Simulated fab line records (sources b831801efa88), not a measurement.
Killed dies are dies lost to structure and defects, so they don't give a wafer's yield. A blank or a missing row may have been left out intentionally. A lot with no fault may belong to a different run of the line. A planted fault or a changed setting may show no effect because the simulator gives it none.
Problem report, 8D (eight disciplines) form, completed by code -- flow sfqLine -- the parts of the form that need people (team, actions taken, sign-off) are left out

## 1. WHAT WENT WRONG
Wafers without a fault read 0.874 a.u., standard deviation 0.0081; oesProductAu at SFQ_TRILAYER_L0_ETCH_METAL_ETCH_008 reads a mean of 0.994 a.u. on 2 wafers belonging to 2 lots. Measured from the usual mean, that is +15 standard deviations.
The step: etches MoNx KI in SF6/O2, stops on SiO2, target depth 50 nm, time 25 s.
First seen on wafer L330.4, day 9 16:36, on rieMetal-03. Wafers with a number at this step in the record: 16, from 6 lots. By rule, "out" or "out of limits" means more than 4 standard deviations away from the usual mean. Any other wafer with a number is counted as sound.

## 2. WHAT IT IS AND WHAT IT IS NOT
question,is,is not
which readings at this step,"oesProductAu, runLengthS","chamberPressureMTorr, drypumpMotorCurrentA"
which lots,"L330, L332","L311, L314, L316, L319"
which wafers of those lots,"L330.4, L332.3","L330.6, L332.1"
read on which tools,rieMetal-03,rieMetal-04
when,from day 9 16:36,up to then (13 sound wafers); but 1 sound wafer of L332 came after

## 3. SUSPECTS, AND WHAT RULES EACH OUT
Counting: any tool at a process step up to the reading remains a suspect provided it ran every lot that is out. Sound lots after the first of them don't rule it out here, since some wafers of a struck lot are sound.
- pvdSputter-03 at SFQ_TRILAYER_L0_DEP_SPUTTER_003 (material MoNx KI, target thk 40 nm, time 100 s): kept. It ran every lot that is out, first L330 (day 5 16:32); its last sound lot up to then is L319 (day 3 09:29).
- rieMetal-03 at SFQ_TRILAYER_L0_BARC_OPEN_METAL_ETCH_010 (etches BARC in O2, target depth 125 nm, time 41.7 s): kept. It ran every lot that is out, first L330 (day 9 16:33); its last sound lot up to then is L316 (day 5 13:02).
- rieMetal-03 at SFQ_TRILAYER_L0_ETCH_METAL_ETCH_008 (etches MoNx KI in SF6/O2, stops on SiO2, target depth 50 nm, time 25 s): kept. It ran every lot that is out, first L330 (day 9 16:36); its last sound lot up to then is L316 (day 5 13:05). Its own oesProductAu, runLengthS readings are out on those wafers.
Still standing after the count: pvdSputter-03 at SFQ_TRILAYER_L0_DEP_SPUTTER_003, rieMetal-03 at SFQ_TRILAYER_L0_BARC_OPEN_METAL_ETCH_010, rieMetal-03 at SFQ_TRILAYER_L0_ETCH_METAL_ETCH_008.

## 4. THE CAUSE (what the simulator had put in)
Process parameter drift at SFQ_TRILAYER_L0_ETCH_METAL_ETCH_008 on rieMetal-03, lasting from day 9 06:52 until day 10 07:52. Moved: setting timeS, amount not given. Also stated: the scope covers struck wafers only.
Of the 3 suspects that counting leaves, this tool is one.

## 5. SEQUENCE OF EFFECTS, ordered by route
Each row: a reading whose mean over the struck wafers that have a number lies more than 3 standard deviations from the usual. Only readings for which the record gives a usual standard deviation are gone through. hours: the time from each lot's start at the first step in this table that gives one to its start at this step, as a median over the lots. sigmas: the change in usual standard deviations.
hours,step,reading,usual,on struck wafers,change,sigmas
0,SFQ_TRILAYER_L0_ETCH_METAL_ETCH_008,oesProductAu,0.874 a.u.,0.994,+0.120,+15
0,SFQ_TRILAYER_L0_ETCH_METAL_ETCH_008,runLengthS,53.3 s,49.1,-4.1,-7.8
Its process steps:
- SFQ_TRILAYER_L0_ETCH_METAL_ETCH_008: etches MoNx KI in SF6/O2, stops on SiO2, target depth 50 nm, time 25 s.

## 6. HOW IT WOULD HAVE BEEN CAUGHT EARLIER
The fault began at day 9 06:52; the first out-of-limits reading in this record came at day 9 16:36, 10 hours later.
